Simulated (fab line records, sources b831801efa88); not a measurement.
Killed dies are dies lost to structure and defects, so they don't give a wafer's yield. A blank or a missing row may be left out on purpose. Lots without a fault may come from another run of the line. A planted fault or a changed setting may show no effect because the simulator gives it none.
A struck lot beside a sound one | flow sky130 | 16 steps out of a route of 708
Sound: wafers L830.1, L830.3, L830.5. Struck: wafers L841.3, L841.5, L841.6. The cause comes at the end.
At each step with rows: each side's tool, then ch and its chambers, then its first start. Under that, the readings that differ: sound wafers | struck wafers | difference of the means | sigmas: that difference in standard deviations of wafers without a fault.
alike: readings whose means differ by less than 2 such deviations, and words and numbers that are the same on both sides. not compared: withheld readings, readings that some wafer has no value for, bounds like >300 that may hide the same value, and numbers for which the record gives no deviation and whose values overlap.
The two part at a step that has a row with sigmas, a row that says differs or no value, or rows on one side only. Numbers that don't overlap but have no deviation are shown without sigmas and don't part them. A reading that every wafer of one side lacks parts them only if that side has two wafers or more.

first, 9 steps without rows for these wafers: SKY_CAPM_CLEAN_17 (cleans in O3/DIW); SKY_METAL3_DEHYDRATE_05 (time 60 s); SKY_METAL3_HMDS_06 (prime time 60 s); SKY_METAL3_COAT_07 (resist thk 60 nm); SKY_METAL3_COAT_08 (resist thk 1140 nm); SKY_METAL3_SOFTBAKE_09 (time 90 s); SKY_METAL3_EXPOSE_10 (exposes mask MM3, target cd 300 nm); SKY_METAL3_PEB_11; SKY_METAL3_DEVELOP_12 (develop time 60 s).
SKY_METAL3_CD_MEAS_13: target cd 300 nm.
  sound on cd_sem-02, day 38 09:28; struck on cd_sem-01, day 42 01:20
  alike: cd_nm
SKY_METAL3_OVL_MEAS_14:
  sound on overlay-02, day 38 09:35; struck on overlay-02, day 42 01:26
  alike: METAL3_OVL
SKY_METAL3_DESCUM_15: chemistry O2, time 8 s.
  sound on rie_metal-02 ch 0,1, day 38 09:38; struck on rie_metal-04 ch 0,1, day 42 01:28
  alike: drypump_motor_current_A, he_backside_leak_sccm, oes_product_au
  not compared: rf_hours_counter_h
SKY_METAL3_ETCH_16: etches BARC in N2/H2, stops on SiO2, time 88.2 s, target depth 60 nm.
  sound on rie_metal-02 ch 0,1, day 38 09:40; struck on rie_metal-04 ch 0,1, day 42 01:31
  reading                                       | sound             | struck            | difference | sigmas
  rf_fwd_power_W (W)                            | 497.3 498.7 497.0 | 577.9 577.2 576.6 | +79.6      | +47
  model.KrF-thick_of_METAL3_COAT_08.thk_nm (nm) | 1075 1072 1075    | 1068 1067 1067    | -7         |
  model.SiO2_of_CAPM_CVD_00.thk_nm (nm)         | 15.27 15.3 15.94  | 14.99 15.12 15.04 | -0.45      |
  alike: drypump_motor_current_A, he_backside_leak_sccm, oes_product_au, throttle_valve_pct
  not compared: rf_hours_counter_h
SKY_METAL3_ETCH_17: etches SiO2 in C4F8/O2/Ar, stops on TiN, time 3.9 s, target depth 15 nm.
  sound on rie_diel-02 ch 0,1,2, day 38 09:46; struck on rie_diel-01 ch 1,2, day 42 01:35
  reading                  | sound            | struck            | difference | sigmas
  model.etch.depth_nm (nm) | 15.27 15.3 15.94 | 14.99 15.12 15.04 | -0.45      |
  alike: oes_product_au, rf_fwd_power_W
  not compared: rf_hours_counter_h
SKY_METAL3_METAL_ETCH_18: etches the open film in Cl2/BCl3, stops on SiO2, target depth 845 nm, time 183.1 s.
  sound on rie_metal-04 ch 0,1, day 38 09:47; struck on rie_metal-01 ch 0,1, day 42 01:40
  alike: drypump_motor_current_A, he_backside_leak_sccm, oes_product_au, rf_fwd_power_W, throttle_valve_pct
  not compared: rf_hours_counter_h
-- the record jumps here: 7 days lie between the struck wafers' starts before and after (it left off in module METAL3 and takes up again in module PAD_OPEN, whose first step shown is number 708 of the route) --
SKY_PAD_OPEN_PROBE_99:
  sound on prober-02, day 45 13:37; struck on prober-01, day 48 15:48
  reading               | sound       | struck      | difference | sigmas
  sort_bin_6_memory (%) | 8.9 6.3 7.9 | 5.7 4.5 4.9 | -2.7       | -2
  alike: defect_limited_yield, killed_at_M0_to_M3, killed_at_M4_up, killed_at_contacts, killed_at_front_end, killed_at_other, killed_dies, killed_open, killed_short, sort_bin_3_pad_short, sort_bin_5_function, sort_n_pass, sort_yield_pct

WHERE THEY PART
First at SKY_METAL3_ETCH_16; last, within this record, at SKY_PAD_OPEN_PROBE_99.

WHY: what the simulator had put in
Process parameter drift: rie_metal-04, from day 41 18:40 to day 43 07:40, at SKY_METAL3_ETCH_16. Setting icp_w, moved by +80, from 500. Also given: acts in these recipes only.
